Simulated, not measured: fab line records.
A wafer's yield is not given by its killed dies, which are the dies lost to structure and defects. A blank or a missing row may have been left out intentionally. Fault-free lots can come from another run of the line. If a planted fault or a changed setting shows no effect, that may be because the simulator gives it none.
A struck lot beside a sound one | flow sfq-line | 42 steps out of a route of 325
Sound: wafers L985.2, L985.3, L985.4. Struck: wafer L977.4 (left out: L977.1, L977.3 of the same lot, which were not struck); the cause appears at the end.
Order at every step that has rows: each side's tool, ch and its chambers, its first start. Under that, the readings that differ: sound wafers | struck wafers | difference of the means | sigmas: that difference in standard deviations of wafers without a fault.
alike: readings with means less than 2 such deviations apart, plus words and numbers identical on both sides. not compared: withheld readings, readings lacking a value on some wafer, bounds such as >300 that could conceal the same value, and numbers that have no deviation in the record and whose values overlap.
Wherever a step has rows on one side only, a row that says differs or no value, or a row with sigmas, the two part there. Numbers that have no deviation but don't overlap get no sigmas and don't part them. Lack of a reading on every wafer of one side parts them only where that side has two or more wafers.

first, 6 steps without rows for these wafers: SFQ_TRILAYER_M3_LITHO_COAT_080 (resist thk 62 nm); SFQ_TRILAYER_M3_LITHO_COAT_075 (resist thk 600 nm); SFQ_TRILAYER_M3_LITHO_SOFTBAKE_079; SFQ_TRILAYER_M3_LITHO_EXPOSE_076 (exposes mask M3, target cd 500 nm); SFQ_TRILAYER_M3_LITHO_PEB_078 (peb time 60 s); SFQ_TRILAYER_M3_LITHO_DEVELOP_077 (time 60 s).
SFQ_M3_OVL_MEAS_921:
  struck on overlay-01, day 37 08:45; sound on overlay-01, day 49 18:58
  alike: M3_OVL
SFQ_TRILAYER_M3_BARC_OPEN_METAL_ETCH_100: etches BARC in O2, target depth 125 nm, time 41.7 s.
  sound on rie-metal-02 ch 1, day 49 19:01; struck on rie-metal-01 ch 0, day 37 08:47
  alike: drypump-motor-current-A, oes-product-au
  not compared: rf-hours-counter-h
then, 4 steps without rows for these wafers: SFQ_TRILAYER_M3_ETCH_METAL_ETCH_078 (etches Nb in Cl2/Ar, stops on SiO2, target depth 240 nm, time 120 s); SFQ_TRILAYER_M3_STRIP_STRIP_079 (strips in O2); SFQ_TRILAYER_M3_STRIP_SOLV_CLEAN_080 (cleans in NMP, time 600 s); SFQ_TRILAYER_I3_DEP_PECVD_081 (deposits SiO2 from SiH4/N2O, time 111.11 s, target thk 500 nm).
SFQ_TRILAYER_I3_CMP_CMP_082: polishes SiO2.
  sound on cmp-01 ch 0,1,3, day 49 21:41; struck on cmp-01 ch 2, day 38 04:17
  reading                                             | sound             | struck | difference | sigmas
  time-to-endpoint-s (s)                              | 213 214 218       | 201    | -14        | -2
  model.SiO2_of_TRILAYER_I3_DEP_PECVD_081.thk-nm (nm) | 200.6 200.9 200.8 | 220.8  | +20.0      |
  alike: motor-current-A
SFQ_I3_BOW_MEAS_922:
  struck on film-metro-04, day 38 08:06; sound on film-metro-03, day 50 00:56
  not compared: I3_BOW
SFQ_TRILAYER_I3_METRO_MEASURE_083:
  struck on film-metro-04, day 38 11:06; sound on film-metro-03, day 50 01:14
  reading     | sound             | struck | difference | sigmas
  thk-nm (nm) | 200.6 200.9 200.9 | 220.8  | +20.0      | +18
then, 6 steps without rows for these wafers: SFQ_TRILAYER_I3_VIA_LITHO_COAT_090 (resist thk 62 nm); SFQ_TRILAYER_I3_VIA_LITHO_COAT_085 (resist thk 650 nm); SFQ_TRILAYER_I3_VIA_LITHO_SOFTBAKE_089; SFQ_TRILAYER_I3_VIA_LITHO_EXPOSE_086 (exposes mask I3, target cd 500 nm); SFQ_TRILAYER_I3_VIA_LITHO_PEB_088 (peb time 60 s); SFQ_TRILAYER_I3_VIA_LITHO_DEVELOP_087 (time 60 s).
-- the record jumps here: 4 days lie between the struck wafers' starts before and after --
SFQ_I3_OVL_MEAS_923:
  struck on overlay-02, day 42 17:49; sound on overlay-02, day 55 15:23
  reading     | sound    | struck | difference | sigmas
  I3_OVL (nm) | 0 -10 -5 | 9      | +14        | +2
SFQ_TRILAYER_I3_VIA_BARC_OPEN_VIA_ETCH_121: etches BARC in O2, target depth 125 nm, time 41.7 s.
  sound on rie-diel-03 ch 0,1,2, day 55 15:25; struck on rie-diel-03 ch 1, day 42 17:52
  alike: drypump-motor-current-A, oes-product-au
  not compared: rf-hours-counter-h
SFQ_TRILAYER_I3_VIA_ETCH_VIA_ETCH_088: etches SiO2 in CHF3, stops on Nb, target depth 260 nm.
  sound on rie-diel-03 ch 0,1,2, day 55 15:27; struck on rie-diel-03 ch 1, day 42 17:54
  reading                        | sound             | struck | difference | sigmas
  oes-product-au (a.u.)          | 0.857 0.850 0.859 | 0.905  | +0.050     | +10
  model.etch.depth-nm (nm)       | 200.6 200.9 200.8 | 220.8  | +20.0      |
  model.I3.feature-depth-nm (nm) | 200.6 200.9 200.8 | 220.8  | +20.0      |
  alike: drypump-motor-current-A
then, 2 steps without rows for these wafers: SFQ_TRILAYER_I3_VIA_STRIP_STRIP_089 (strips in O2); SFQ_TRILAYER_I3_VIA_STRIP_SOLV_CLEAN_090 (cleans in NMP, time 600 s).
SFQ_TRILAYER_M4_DEP_PRE_CLEAN_092: time 22.5 s.
  struck on pvd-sputter-03, day 42 18:47; sound on pvd-sputter-03, day 55 16:56
  reading                                             | sound             | struck | difference | sigmas
  model.SiO2_of_TRILAYER_I3_DEP_PECVD_081.thk-nm (nm) | 193.1 193.4 193.3 | 213.3  | +20.0      |
SFQ_TRILAYER_M4_DEP_SPUTTER_091: material Nb, target thk 200 nm, time 133.3 s.
  struck on pvd-sputter-03, day 42 18:49; sound on pvd-sputter-03, day 55 16:58
  alike: throttle-valve-pct
SFQ_M4_RS_MEAS_924: measures by four-point-probe.
  struck on film-metro-03, day 42 18:55; sound on film-metro-04, day 55 17:05
  reading           | sound             | struck | difference | sigmas
  M4_NB_RS (ohm/sq) | 0.868 0.873 0.878 | 0.899  | +0.026     | +3
then, 6 steps without rows for these wafers: SFQ_TRILAYER_M4_LITHO_COAT_098 (resist thk 62 nm); SFQ_TRILAYER_M4_LITHO_COAT_093 (resist thk 600 nm); SFQ_TRILAYER_M4_LITHO_SOFTBAKE_097; SFQ_TRILAYER_M4_LITHO_EXPOSE_094 (exposes mask M4, target cd 500 nm); SFQ_TRILAYER_M4_LITHO_PEB_096 (peb time 60 s); SFQ_TRILAYER_M4_LITHO_DEVELOP_095 (time 60 s).
SFQ_M4_OVL_MEAS_926:
  struck on overlay-02, day 42 22:37; sound on overlay-01, day 55 23:15
  alike: M4_OVL
SFQ_TRILAYER_M4_BARC_OPEN_METAL_ETCH_123: etches BARC in O2, target depth 125 nm, time 41.7 s.
  sound on rie-metal-03 ch 1, day 55 23:18; struck on rie-metal-03 ch 0, day 42 22:40
  alike: drypump-motor-current-A, oes-product-au
  not compared: rf-hours-counter-h
SFQ_TRILAYER_M4_ETCH_METAL_ETCH_096: etches Nb in Cl2/Ar, stops on SiO2, target depth 240 nm, time 120 s.
  sound on rie-metal-03 ch 1, day 55 23:26; struck on rie-metal-03 ch 0, day 42 22:43
  reading                     | sound             | struck | difference | sigmas
  drypump-motor-current-A (A) | 4.9 5.0 5.0       | 6.1    | +1.1       | +2
  oes-product-au (a.u.)       | 0.906 0.913 0.902 | 0.893  | -0.014     | -2
  not compared: rf-hours-counter-h
then, 3 steps without rows for these wafers: SFQ_TRILAYER_M4_STRIP_STRIP_097 (strips in O2); SFQ_TRILAYER_M4_STRIP_SOLV_CLEAN_098 (cleans in NMP, time 600 s); SFQ_TRILAYER_I4_DEP_PECVD_099 (deposits SiO2 from SiH4/N2O, time 111.11 s, target thk 500 nm).
-- the record jumps here: 36 days lie between the struck wafers' starts before and after --
SFQ_M8_BOW_MEAS_951:
  struck on film-metro-04, day 79 06:23; sound on film-metro-02, day 82 00:47
  reading                 | sound             | struck | difference | sigmas
  model.etest.i3.link-ohm | 1.943 1.946 1.952 | 1.996  | +0.049     |
  alike: M8_BOW

WHERE THEY PART
Earliest at SFQ_TRILAYER_I3_CMP_CMP_082; latest, in this record, at SFQ_TRILAYER_M4_ETCH_METAL_ETCH_096. Later steps at which nothing parts them and some readings are alike: SFQ_M8_BOW_MEAS_951.

WHY: the cause the simulator had injected
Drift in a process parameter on cmp-01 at SFQ_TRILAYER_I3_CMP_CMP_082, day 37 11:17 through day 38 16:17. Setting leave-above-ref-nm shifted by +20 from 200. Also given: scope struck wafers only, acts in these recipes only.
